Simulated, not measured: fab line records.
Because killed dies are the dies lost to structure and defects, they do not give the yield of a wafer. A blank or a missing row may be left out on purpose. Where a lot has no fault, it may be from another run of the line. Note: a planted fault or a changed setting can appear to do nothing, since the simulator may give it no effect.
A lot that was struck, set against a sound lot || flow sky130 || 15 out of 708 route steps
Sound: the wafers L652.1, L652.4, L652.6. Wafers L664.3, L664.4, L664.6 were the ones struck. Last of all comes the cause.
For every step that has rows: the tool of each side, followed by ch and its chambers, followed by its first start. Under that, the readings that differ: sound wafers || struck wafers || difference of the means || sigmas: that difference in standard deviations of wafers without a fault.
alike: a reading whose means differ by less than 2 such deviations, as well as words and numbers matching on both sides. not compared: withheld readings; readings where some wafer has no value; bounds like >300 that might hide an equal value; numbers whose values overlap and for which the record gives no deviation.
Wherever a step has rows on one side only, a row that says differs or no value, or a row with sigmas, the two part there. Numbers that have no deviation but don't overlap get no sigmas and don't part them. Lack of a reading on every wafer of one side parts them only where that side has two or more wafers.

SKY_METAL2_STRIP_20: strips in O2/N2.
  sound on plasma-asher-03 ch 0,1, day 37 09:56; struck on plasma-asher-02 ch 0,1, day 41 08:38
  alike: drypump-motor-current-A, oes-product-au, strip-time-to-endpoint-s
  not compared: rf-hours-counter-h
then, 4 steps without rows for these wafers: SKY_METAL2_STRIP_21 (strips in post etch residue remover, time 1200 s); SKY_METAL2_CLEAN_22 (cleans in IPA, time 180 s); SKY_METAL2_CLEAN_23 (cleans in O3/DIW); SKY_VIA2_HDPCVD_00 (deposits SiO2, target thk 1180 nm, time 196.7 s).
SKY_VIA2_THK_MEAS_01:
  sound on film-metro-04, day 37 10:42; struck on film-metro-04, day 41 09:21
  alike: VIA2_HDPCVD_THK
SKY_VIA2_CMP_02: polishes SiO2.
  sound on cmp-02 ch 0,1,2, day 37 10:52; struck on cmp-02 ch 0,2,3, day 41 09:26
  alike: motor-current-A
SKY_VIA2_BOW_MEAS_03:
  sound on film-metro-02, day 37 11:04; struck on film-metro-02, day 41 09:44
  alike: VIA2_BOW
then, 4 steps without rows for these wafers: SKY_VIA2_DEHYDRATE_04 (time 60 s); SKY_VIA2_HMDS_05 (prime time 60 s); SKY_VIA2_COAT_06 (resist thk 60 nm); SKY_VIA2_COAT_07 (resist thk 450 nm).
SKY_VIA2_SOFTBAKE_08: time 90 s.
  sound on litho-track-02 ch 0, day 37 23:00; struck on litho-track-04 ch 0, day 41 21:00
{"reading": "heater-power-total-W (W)", "sound": "57.39 57.35 57.60", "struck": "58.11 58.04 58.12", "difference": "+0.64", "sigmas": "+6"}
{"reading": "run-length-s (s)", "sound": "119.41 119.32 119.55", "struck": "116.04 116.16 116.32", "difference": -3.25, "sigmas": -20}
then, 1 step without rows for these wafers: SKY_VIA2_EXPOSE_09 (exposes mask VIM2, target cd 200 nm).
-- the record jumps here: 8 days lie between the struck wafers' starts before and after (it left off in module VIA2 and takes up again in module PAD_OPEN, whose first step shown is number 708 of the route) --
SKY_PAD_OPEN_PROBE_99:
  sound on prober-01, day 47 15:06; struck on prober-01, day 50 08:01
  alike: defect-limited-yield, killed_at_M0_to_M3, killed_at_M4_up, killed-at-contacts, killed-at-front-end, killed-at-other, killed-dies, killed-open, killed-short, sort_bin_3_pad_short, sort_bin_5_function, sort_bin_6_memory, sort-n-pass, sort-yield-pct

== WHERE THEY PART ==
Within this record, at SKY_VIA2_SOFTBAKE_08 only. Later steps at which nothing parts them and some readings are alike: SKY_PAD_OPEN_PROBE_99.

WHY: whatever the simulator had introduced
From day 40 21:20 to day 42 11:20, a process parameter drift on litho-track-04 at SKY_VIA2_SOFTBAKE_08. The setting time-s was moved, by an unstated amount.
